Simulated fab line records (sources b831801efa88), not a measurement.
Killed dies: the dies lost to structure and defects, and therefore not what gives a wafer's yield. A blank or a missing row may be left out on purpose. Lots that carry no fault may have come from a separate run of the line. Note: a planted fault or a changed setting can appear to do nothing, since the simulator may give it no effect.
Split-lot trial || flow sfq line || on a route of 325 steps: 5 lots, 23 wafers read

## THE SPLIT ITSELF
At SFQ_TRILAYER_I0_CMP_CMP_028 (polishes SiO2), the setting leave above ref nm was moved away from the recipe's 200 nm on 10 of the 23 wafers read, by +2.6% to +5.9%. This setting was run at the recipe's value on the other wafers.

## THE PATH FROM SPLIT TO READING: the file shows 1 step between them
- SFQ_TRILAYER_I0_METRO_MEASURE_029

## THE READING
oes product au, in a.u., at SFQ_TRILAYER_I0_VIA_ETCH_VIA_ETCH_034 (etches SiO2 in CHF3, stops on Nb, target depth 260 nm). On this fab line, fault-free wafers typically give 0.854 a.u. with a standard deviation of 0.0055 a.u.

{"wafer": "L074.1", "tool, chamber at the split": "cmp-01, 2", "leave above ref nm as run, nm": 207.4, "against the recipe": "+3.7%", "oes product au, a.u.": 0.873, "against lot-mates on the recipe": "+0.022"}
{"wafer": "L074.2", "tool, chamber at the split": "cmp-01, 0", "leave above ref nm as run, nm": 207.4, "against the recipe": "+3.7%", "oes product au, a.u.": 0.872, "against lot-mates on the recipe": "+0.021"}
{"wafer": "L074.3", "tool, chamber at the split": "cmp-01, 1", "leave above ref nm as run, nm": 200, "against the recipe": "recipe", "oes product au, a.u.": 0.842, "against lot-mates on the recipe": "-"}
{"wafer": "L074.4", "tool, chamber at the split": "cmp-01, 3", "leave above ref nm as run, nm": 200, "against the recipe": "recipe", "oes product au, a.u.": 0.861, "against lot-mates on the recipe": "-"}
{"wafer": "L074.5", "tool, chamber at the split": "cmp-01, 0", "leave above ref nm as run, nm": 207.4, "against the recipe": "+3.7%", "oes product au, a.u.": 0.866, "against lot-mates on the recipe": "+0.015"}
{"wafer": "L077.1", "tool, chamber at the split": "cmp-02, 2", "leave above ref nm as run, nm": 200, "against the recipe": "recipe", "oes product au, a.u.": 0.862, "against lot-mates on the recipe": "-"}
{"wafer": "L077.4", "tool, chamber at the split": "cmp-02, 3", "leave above ref nm as run, nm": 200, "against the recipe": "recipe", "oes product au, a.u.": 0.856, "against lot-mates on the recipe": "-"}
{"wafer": "L077.5", "tool, chamber at the split": "cmp-02, 3", "leave above ref nm as run, nm": 200, "against the recipe": "recipe", "oes product au, a.u.": 0.852, "against lot-mates on the recipe": "-"}
{"wafer": "L082.1", "tool, chamber at the split": "cmp-02, 0", "leave above ref nm as run, nm": 200, "against the recipe": "recipe", "oes product au, a.u.": 0.850, "against lot-mates on the recipe": "-"}
{"wafer": "L082.2", "tool, chamber at the split": "cmp-02, 3", "leave above ref nm as run, nm": 211.8, "against the recipe": "+5.9%", "oes product au, a.u.": 0.888, "against lot-mates on the recipe": "+0.033"}
{"wafer": "L082.3", "tool, chamber at the split": "cmp-02, 1", "leave above ref nm as run, nm": 211.8, "against the recipe": "+5.9%", "oes product au, a.u.": 0.886, "against lot-mates on the recipe": "+0.031"}
{"wafer": "L082.4", "tool, chamber at the split": "cmp-02, 2", "leave above ref nm as run, nm": 200, "against the recipe": "recipe", "oes product au, a.u.": 0.858, "against lot-mates on the recipe": "-"}
{"wafer": "L082.5", "tool, chamber at the split": "cmp-02, 3", "leave above ref nm as run, nm": 200, "against the recipe": "recipe", "oes product au, a.u.": 0.857, "against lot-mates on the recipe": "-"}
{"wafer": "L084.1", "tool, chamber at the split": "cmp-01, 2", "leave above ref nm as run, nm": 200, "against the recipe": "recipe", "oes product au, a.u.": 0.847, "against lot-mates on the recipe": "-"}
{"wafer": "L084.3", "tool, chamber at the split": "cmp-01, 3", "leave above ref nm as run, nm": 210.5, "against the recipe": "+5.2%", "oes product au, a.u.": 0.880, "against lot-mates on the recipe": "+0.034"}
{"wafer": "L084.4", "tool, chamber at the split": "cmp-01, 1", "leave above ref nm as run, nm": 200, "against the recipe": "recipe", "oes product au, a.u.": 0.845, "against lot-mates on the recipe": "-"}
{"wafer": "L084.5", "tool, chamber at the split": "cmp-01, 1", "leave above ref nm as run, nm": 200, "against the recipe": "recipe", "oes product au, a.u.": 0.846, "against lot-mates on the recipe": "-"}
{"wafer": "L084.6", "tool, chamber at the split": "cmp-01, 2", "leave above ref nm as run, nm": 210.5, "against the recipe": "+5.2%", "oes product au, a.u.": 0.870, "against lot-mates on the recipe": "+0.024"}
{"wafer": "L085.1", "tool, chamber at the split": "cmp-02, 0", "leave above ref nm as run, nm": 205.1, "against the recipe": "+2.6%", "oes product au, a.u.": 0.871, "against lot-mates on the recipe": "+0.017"}
{"wafer": "L085.2", "tool, chamber at the split": "cmp-02, 2", "leave above ref nm as run, nm": 205.1, "against the recipe": "+2.6%", "oes product au, a.u.": 0.866, "against lot-mates on the recipe": "+0.012"}
{"wafer": "L085.3", "tool, chamber at the split": "cmp-02, 3", "leave above ref nm as run, nm": 200, "against the recipe": "recipe", "oes product au, a.u.": 0.854, "against lot-mates on the recipe": "-"}
{"wafer": "L085.4", "tool, chamber at the split": "cmp-02, 1", "leave above ref nm as run, nm": 200, "against the recipe": "recipe", "oes product au, a.u.": 0.854, "against lot-mates on the recipe": "-"}
{"wafer": "L085.6", "tool, chamber at the split": "cmp-02, 0", "leave above ref nm as run, nm": 205.1, "against the recipe": "+2.6%", "oes product au, a.u.": 0.861, "against lot-mates on the recipe": "+0.007"}

THE FIT
A straight line over all 23 wafers: oes product au changes by +0.00509 a.u. for each +1% of leave above ref nm; r = +0.90; the points scatter about the line by 0.0057 a.u.
The same after taking each lot's own level away (the mean of its wafers on the recipe; 23 wafers): +0.00536 a.u. for each +1%; r = +0.94; scatter 0.0044 a.u.
According to that fit, moving leave above ref nm by its largest amount changes the reading by 0.032 a.u.
From 0.8460 to 0.8567 a.u.: that is the span of the lots' own levels, equal to 1.9 times the standard deviation above.
So the lot-to-lot level changes the slope little: the two slopes agree.
Check: with one of the wafers moved furthest among these (+5.9%) left out of the fit, the line predicts +0.031 a.u. for it against its lot-mates. It came out at +0.033 a.u. against them.

## OTHER SPLITS ON THESE WAFERS
Before the reading, these wafers also passed through other splits. Each is held against what the fit with the lots' levels taken away leaves over:
{"other split on the same wafers": "SFQ_TRILAYER_L0_LITHO_COAT_010 spin rpm", "wafers away from the commonest value": 9, "r with oes product au (lot level and that fit taken away)": "+0.10"}
{"other split on the same wafers": "SFQ_TRILAYER_L0_BARC_OPEN_METAL_ETCH_010 icp w", "wafers away from the commonest value": 8, "r with oes product au (lot level and that fit taken away)": -0.13}
{"other split on the same wafers": "SFQ_TRILAYER_L0_CAP_PECVD_011 time s", "wafers away from the commonest value": 11, "r with oes product au (lot level and that fit taken away)": -0.34}
{"other split on the same wafers": "SFQ_TRILAYER_L0_VIA_ETCH_VIA_ETCH_016 source w", "wafers away from the commonest value": 8, "r with oes product au (lot level and that fit taken away)": -0.29}
{"other split on the same wafers": "SFQ_TRILAYER_M0_DEP_SPUTTER_019 time s", "wafers away from the commonest value": 8, "r with oes product au (lot level and that fit taken away)": "+0.18"}
{"other split on the same wafers": "SFQ_TRILAYER_M0_LITHO_COAT_026 resist thk nm", "wafers away from the commonest value": 7, "r with oes product au (lot level and that fit taken away)": -0.01}
{"other split on the same wafers": "SFQ_TRILAYER_M0_ETCH_METAL_ETCH_024 icp w", "wafers away from the commonest value": 10, "r with oes product au (lot level and that fit taken away)": -0.25}

## THE WHOLE CHAIN: every reading that the file lists as answering this split, in the file's order
{"step": "SFQ_TRILAYER_I0_CMP_CMP_028", "what it does": "polishes SiO2", "reading": "SiO2_of_TRILAYER_I0_DEP_PECVD_027.thk nm (the simulator's own value, which no gauge read)", "change (the file's fit)": "+2.05 nm for each +1% of the setting", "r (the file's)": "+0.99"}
{"step": "SFQ_TRILAYER_I0_METRO_MEASURE_029", "what it does": "", "reading": "thk nm", "change (the file's fit)": "+2.06 nm for each +1% of the setting", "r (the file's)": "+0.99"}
{"step": "SFQ_TRILAYER_I0_VIA_ETCH_VIA_ETCH_034", "what it does": "etches SiO2 in CHF3, stops on Nb, target depth 260 nm", "reading": "oes product au", "change (the file's fit)": "+0.00535 a.u. for each +1% of the setting", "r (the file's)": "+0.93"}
{"step": "SFQ_TRILAYER_I0_VIA_ETCH_VIA_ETCH_034", "what it does": "etches SiO2 in CHF3, stops on Nb, target depth 260 nm", "reading": "I0.feature depth nm (the simulator's own value, which no gauge read)", "change (the file's fit)": "+2.1 nm for each +1% of the setting", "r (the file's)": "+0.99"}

## FILE'S OWN FIT
oes product au changes by +0.00535 a.u. for each +1% of leave above ref nm, r = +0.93.
